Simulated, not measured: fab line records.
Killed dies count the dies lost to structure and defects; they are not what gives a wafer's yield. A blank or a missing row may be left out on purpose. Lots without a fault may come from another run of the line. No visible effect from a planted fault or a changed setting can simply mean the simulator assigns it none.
Chamber matching ; flow sfqLine ; rieDiel-04 running SFQ_TRILAYER_I7_VIA_ETCH_VIA_ETCH_190: 4 sister chambers
The step etches SiO2 in CHF3, stops on Nb, target depth 260 nm. 7 wafers are shown with their chamber, then 7 later ones without.

## WAFERS WITH THEIR CHAMBER
wafer;chamber;drypumpMotorCurrentA (A);chamberPressureMTorr (mTorr)
L947.6;0;5.51;29.945
L949.2;1;6.10;30.024
L949.3;0;5.49;29.983
L953.4;2;5.93;30.023
L953.5;3;5.92;30.004
L958.2;3;5.93;29.963
L958.4;2;5.91;30.004

## WAFERS WITHOUT THEIR CHAMBER
wafer;drypumpMotorCurrentA (A);chamberPressureMTorr (mTorr)
L958.6;5.93;30.009
L961.1;6.08;29.987
L961.3;5.96;29.983
L961.4;5.91;30.061
L962.2;5.93;30.006
L962.3;5.95;29.978
L962.4;5.50;30.017

## CHAMBER TAKEN BY EACH
wafer;from the rows above;in truth
L958.6;can't be placed: 2 or 3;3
L961.1;1;1
L961.3;can't be placed: 3 or 2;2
L961.4;can't be placed: 2 or 3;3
L962.2;can't be placed: 2 or 3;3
L962.3;can't be placed: 3 or 2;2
L962.4;0;0
Placed correctly: 2 of 7. Not placeable from these rows: 5 (in 5, the candidates include the true chamber). Placed wrongly: 0.
How it was worked out, from the rows above alone: a wafer's distance from a chamber is the root of the sum, over the readings, of the square of ((its reading less the chamber's mean) divided by the reading's scatter). The wafer belongs to the nearest chamber; if the next one is less than 2 further off, it can't be placed. The mean given for a chamber averages the wafers shown for that chamber. The scatter is the square root of a quotient: the sum, over the shown wafers, of each reading's squared deviation from its chamber's mean, divided by wafers minus chambers.
